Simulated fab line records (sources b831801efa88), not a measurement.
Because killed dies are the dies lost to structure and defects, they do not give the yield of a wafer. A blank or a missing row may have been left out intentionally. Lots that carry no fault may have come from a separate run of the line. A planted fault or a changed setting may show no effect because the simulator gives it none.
A single fault, viewed from 2 desks ; flow sky130 ; each desk holds nothing but its own numbers, with what lay behind them at the end

== DESK OF THE TOOL OWNER: ilineStepper-02 ==
The tool's own readings at SKY_RES_XHIGH_EXPOSE_04 (exposes mask URPM, target cd 1270 nm): means of the sampled wafers that have a number, for each lot that ran on this tool. A lot is out of limits, marked OUT, if its mean lies more than 4 standard deviations from the usual mean; the brackets give that distance.
Columns: A = exposureDoseMJCm2 at SKY_RES_XHIGH_EXPOSE_04, usual 140.00; B = reticleTempC at SKY_RES_XHIGH_EXPOSE_04, usual 22.99 C
lot;first seen here;A;B
L648;day 25 19:27;139.90;23.03
L649;day 27 03:25;139.97;22.76
L652;day 27 15:10;139.84;23.03
L656;day 28 19:31;139.97;23.14
L659;day 30 01:36;139.99;22.94
L665;day 32 08:32;139.97;22.85
L670;day 34 05:17;140.01;22.95
L669;day 34 05:38;140.09;23.14
This desk's verdict: no lot among the 8 shows anything out of limits.

== METROLOGY DESK ==
Lot by lot, what the gauges showed, no matter which tool ran the lot: averages of those sampled wafers that carry a number. A lot is out of limits, marked OUT, if its mean lies more than 4 standard deviations from the usual mean; the brackets give that distance.
Columns: A = VIA4_OVL at SKY_VIA4_OVL_MEAS_11, usual 0.7 nm
lot;first seen here;A
L648;day 42 13:04;0.3
L649;day 43 14:32;0.6
L651;day 43 16:35;-0.9
L650;day 43 17:53;0.8
L652;day 44 02:34;2.4
L653;day 44 03:32;3.1
L654;day 44 08:33;0.7
L656;day 45 01:50;1.3
L659;day 45 23:26;-2.5
L660;day 46 00:41;3.1
L665;day 47 19:02;1.2
L670;day 48 20:47;-0.2
L669;day 49 00:08;1.2
This desk's verdict: no lot among the 13 shows anything out of limits.

== ALL TOGETHER ==
The desk of the tool owner found nothing out of limits.
Metrology desk: nothing out of limits seen.

== WHAT THE SIMULATOR HAD PUT IN ==
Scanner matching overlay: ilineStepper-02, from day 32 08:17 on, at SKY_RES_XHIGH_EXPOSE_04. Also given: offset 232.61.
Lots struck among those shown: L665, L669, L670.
